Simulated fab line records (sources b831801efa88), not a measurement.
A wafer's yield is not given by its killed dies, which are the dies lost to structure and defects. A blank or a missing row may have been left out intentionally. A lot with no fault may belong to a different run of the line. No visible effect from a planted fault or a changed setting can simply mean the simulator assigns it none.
Comparing a struck lot with a sound one :: flow sfq line :: 37 steps out of a route of 325
Sound: wafers L851.4, L851.5, L851.6. Struck: wafers L862.1, L862.4. (L862.6 of the same lot was not struck and is left out.) The cause comes at the end.
Each step with rows lists, per side, the tool, then ch with its chambers, then its first start. Under that, the readings that differ: sound wafers :: struck wafers :: difference of the means :: sigmas: that difference in standard deviations of wafers without a fault.
alike: readings with means less than 2 such deviations apart, plus words and numbers identical on both sides. not compared: withheld readings, readings lacking a value on some wafer, bounds such as >300 that could conceal the same value, and numbers that have no deviation in the record and whose values overlap.
Wherever a step has rows on one side only, a row that says differs or no value, or a row with sigmas, the two part there. Non-overlapping numbers with no deviation appear without sigmas and do not part them. Lack of a reading on every wafer of one side parts them only where that side has two or more wafers.

SFQ_R5_THK_MEAS_934: measures by xrf.
  sound on film metro-01, day 49 22:28; struck on film metro-02, day 55 04:35
  alike: R5_MONX_THK
then, 6 steps without rows for these wafers: SFQ_TRILAYER_R5_LITHO_COAT_141 (resist thk 62 nm); SFQ_TRILAYER_R5_LITHO_COAT_136 (resist thk 600 nm); SFQ_TRILAYER_R5_LITHO_SOFTBAKE_140; SFQ_TRILAYER_R5_LITHO_EXPOSE_137 (exposes mask R5, target cd 500 nm); SFQ_TRILAYER_R5_LITHO_PEB_139 (peb time 60 s); SFQ_TRILAYER_R5_LITHO_DEVELOP_138 (time 60 s).
-- the record jumps here: 6 days lie between the struck wafers' starts before and after --
SFQ_R5_OVL_MEAS_935:
  sound on overlay-02, day 55 10:43; struck on overlay-01, day 61 12:23
  alike: R5_OVL
then, 1 step without rows for these wafers: SFQ_TRILAYER_R5_BARC_OPEN_METAL_ETCH_177 (etches BARC in O2, target depth 125 nm, time 41.7 s).
SFQ_TRILAYER_R5_ETCH_METAL_ETCH_139: etches the open film in Cl2, stops on SiO2, target depth 60 nm, time 40 s.
  sound on rie metal-01 ch 0,1, day 55 10:49; struck on rie metal-03 ch 0, day 61 12:28
  alike: drypump motor current A, oes product au
  not compared: rf hours counter h
then, 2 steps without rows for these wafers: SFQ_TRILAYER_R5_STRIP_STRIP_140 (strips in O2); SFQ_TRILAYER_R5_STRIP_SOLV_CLEAN_141 (cleans in NMP, time 600 s).
SFQ_TRILAYER_A5C_DEP_PECVD_142: deposits SiO2 from SiH4/N2O, time 15.556 s, target thk 70 nm.
  sound on pecvd-04 ch 0,1,2, day 55 11:40; struck on pecvd-02 ch 0, day 61 13:19
reading: model.SiO2_of_TRILAYER_A5C_DEP_PECVD_142.thk nm (nm)
sound: 71.61 70.72 71.26
struck: 73.26 73.87
difference: +2.37
sigmas: 
  alike: heater power w, susceptor temp C, throttle valve pct
  not compared: since wet clean h
then, 6 steps without rows for these wafers: SFQ_TRILAYER_I5_LITHO_COAT_149 (resist thk 62 nm); SFQ_TRILAYER_I5_LITHO_COAT_144 (resist thk 650 nm); SFQ_TRILAYER_I5_LITHO_SOFTBAKE_148; SFQ_TRILAYER_I5_LITHO_EXPOSE_145 (exposes mask I5, target cd 700 nm); SFQ_TRILAYER_I5_LITHO_PEB_147 (peb time 60 s); SFQ_TRILAYER_I5_LITHO_DEVELOP_146 (time 60 s).
-- the record jumps here: 5 days lie between the struck wafers' starts before and after --
SFQ_I5_OVL_MEAS_936:
  sound on overlay-02, day 61 16:00; struck on overlay-01, day 66 18:33
reading: I5_OVL (nm)
sound: 4 9 9
struck: -8 -2
difference: -12
sigmas: -2
SFQ_TRILAYER_I5_BARC_OPEN_VIA_ETCH_200: etches BARC in O2, target depth 125 nm, time 41.7 s.
  sound on rie diel-02 ch 1,2, day 61 16:01; struck on rie diel-01 ch 0,2, day 66 18:35
  alike: drypump motor current A, oes product au
  not compared: rf hours counter h
SFQ_TRILAYER_I5_ETCH_VIA_ETCH_147: etches the open film in CHF3, stops on Nb, target depth 360 nm.
  sound on rie diel-02 ch 1,2, day 61 16:03; struck on rie diel-01 ch 0,2, day 66 18:37
  alike: drypump motor current A, oes product au
then, 8 steps without rows for these wafers: SFQ_TRILAYER_I5_STRIP_STRIP_148 (strips in O2); SFQ_TRILAYER_I5_STRIP_SOLV_CLEAN_149 (cleans in NMP, time 600 s); SFQ_TRILAYER_C5_LITHO_COAT_156 (resist thk 62 nm); SFQ_TRILAYER_C5_LITHO_COAT_151 (resist thk 650 nm); SFQ_TRILAYER_C5_LITHO_SOFTBAKE_155; SFQ_TRILAYER_C5_LITHO_EXPOSE_152 (exposes mask C5, target cd 500 nm); SFQ_TRILAYER_C5_LITHO_PEB_154 (peb time 60 s); SFQ_TRILAYER_C5_LITHO_DEVELOP_153 (time 60 s).
-- the record jumps here: 5 days lie between the struck wafers' starts before and after --
SFQ_C5_OVL_MEAS_937:
  sound on overlay-02, day 66 20:58; struck on overlay-02, day 71 22:19
  alike: C5_OVL
SFQ_TRILAYER_C5_BARC_OPEN_VIA_ETCH_210: etches BARC in O2, target depth 125 nm, time 41.7 s.
  sound on rie diel-04 ch 0,1,2, day 66 20:59; struck on rie diel-03 ch 1,3, day 71 22:22
reading: drypump motor current A (A)
sound: 5.2 4.9 5.1
struck: 6.8 5.8
difference: +1.2
sigmas: +2
  alike: oes product au
  not compared: rf hours counter h
SFQ_TRILAYER_C5_ETCH_VIA_ETCH_154: etches SiO2 in CHF3, stops on Nb, target depth 84 nm.
  sound on rie diel-04 ch 0,1,2, day 66 21:01; struck on rie diel-03 ch 1,3, day 71 22:24
reading: drypump motor current A (A)
sound: 5.2 4.9 5.1
struck: 6.8 5.8
difference: +1.2
sigmas: +2

reading: oes product au (a.u.)
sound: 0.903 0.902 0.909
struck: 0.915 0.930
difference: +0.018
sigmas: +2

reading: model.etch.depth nm (nm)
sound: 71.61 70.72 71.26
struck: 73.26 73.87
difference: +2.37
sigmas: 

reading: model.C5.feature depth nm (nm)
sound: 71.61 70.72 71.26
struck: 73.26 73.87
difference: +2.37
sigmas: 
SFQ_TRILAYER_C5_STRIP_STRIP_155: strips in O2.
  sound on rie metal-03 ch 0,1, day 66 21:16; struck on rie metal-01 ch 0, day 71 22:27
reading: oes product au (a.u.)
sound: 1.012 1.006 1.013
struck: 1.002 0.982
difference: -0.018
sigmas: -3
  alike: drypump motor current A
  not compared: rf hours counter h
then, 1 step without rows for these wafers: SFQ_TRILAYER_C5_STRIP_SOLV_CLEAN_156 (cleans in NMP, time 600 s).
SFQ_TRILAYER_M6_DEP_PRE_CLEAN_158: time 22.5 s.
  sound on pvd sputter-06, day 66 21:51; struck on pvd sputter-06, day 71 23:14
reading: model.SiO2_of_TRILAYER_A5C_DEP_PECVD_142.thk nm (nm)
sound: 64.11 63.22 63.76
struck: 65.76 66.37
difference: +2.37
sigmas: 
then, 1 step without rows for these wafers: SFQ_TRILAYER_M6_DEP_SPUTTER_157 (material Nb, target thk 200 nm, time 133.3 s).

## WHERE THEY PART
First at SFQ_I5_OVL_MEAS_936; last, within this record, at SFQ_TRILAYER_C5_STRIP_STRIP_155.

WHY: whatever the simulator had introduced
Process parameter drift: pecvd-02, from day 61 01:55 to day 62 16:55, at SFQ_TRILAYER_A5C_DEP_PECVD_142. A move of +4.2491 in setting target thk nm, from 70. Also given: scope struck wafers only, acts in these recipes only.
